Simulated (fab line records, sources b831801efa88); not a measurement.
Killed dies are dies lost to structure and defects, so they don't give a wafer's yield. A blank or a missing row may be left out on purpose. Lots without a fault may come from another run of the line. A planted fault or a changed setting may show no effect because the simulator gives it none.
Which tool did it? | flow sky130 | 6 lots, 17 wafers sampled, at 3 steps of a route of 708

WHAT THE GAUGES READ, wafer by wafer
SKY_METAL4_CD_MEAS_13: target cd 300 nm.
lot  | measured     | on        | cd_nm (nm)
L784 | day 42 13:16 | cd_sem-01 | 298.5 299.3 299.1
L787 | day 43 08:50 | cd_sem-02 | 298.7 298.3 299.1
L789 | day 43 16:00 | cd_sem-01 | 301.0 302.1 299.3
L791 | day 44 03:23 | cd_sem-01 | 301.8 301.8 300.9
L799 | day 46 09:11 | cd_sem-02 | 301.8 300.3 299.8
L801 | day 46 15:26 | cd_sem-02 | 300.5 216.1

WHICH TOOL RAN EACH LOT (tool, then ch and the chambers of the sampled wafers, then the start)
lot  | SKY_METAL2_ETCH_18                | SKY_METAL4_EXPOSE_10
L784 | rie_metal-01 ch 0,1, day 36 02:38 | krf_scanner-01 ch 0, day 42 01:46
L787 | rie_metal-03 ch 0,1, day 36 23:07 | krf_scanner-02 ch 0, day 42 20:51
L789 | rie_metal-03 ch 0,1, day 37 06:31 | krf_scanner-02 ch 0, day 43 04:31
L791 | rie_metal-01 ch 0,1, day 37 18:50 | krf_scanner-01 ch 0, day 43 16:11
L799 | rie_metal-03 ch 0,1, day 40 09:09 | krf_scanner-02 ch 0, day 45 22:37
L801 | rie_metal-01 ch 0,1, day 40 18:04 | krf_scanner-01 ch 0, day 46 05:50
- SKY_METAL2_ETCH_18: etches BARC in N2/H2, stops on SiO2, time 45.9 s, target depth 60 nm.
- SKY_METAL4_EXPOSE_10: exposes mask MM4, target cd 300 nm.

THE ANSWER, worked out from the rows above alone
Rule: what is usual is taken from the lots themselves. Put in order of their means at a reading, lots are off if they are a third of the lots or fewer, leave a main group of 4 or more, and stand apart from it by a gap of 3 or more times the standard deviation of the main group's means; of several such gaps the widest counts. A main group whose means are all the same, to the digits that the tables above print for the reading, isn't used. A lot without any number at a reading at which 4 lots or more have one is off too. The other lots that the step has rows for count as sound.
Off: L801, at SKY_METAL4_CD_MEAS_13 (cd_nm). The main group: mean 300.1 nm, standard deviation 1.1.
A tool fits if, at a process step before that reading, it ran every lot that is off, and no sound lot after the first of them. The gauges at SKY_METAL4_CD_MEAS_13 are tried like those tools. Can't be told from this: 3 tools fit, rie_metal-01 at SKY_METAL2_ETCH_18, krf_scanner-01 at SKY_METAL4_EXPOSE_10, cd_sem-02 at SKY_METAL4_CD_MEAS_13.

WHAT THE SIMULATOR HAD PUT IN
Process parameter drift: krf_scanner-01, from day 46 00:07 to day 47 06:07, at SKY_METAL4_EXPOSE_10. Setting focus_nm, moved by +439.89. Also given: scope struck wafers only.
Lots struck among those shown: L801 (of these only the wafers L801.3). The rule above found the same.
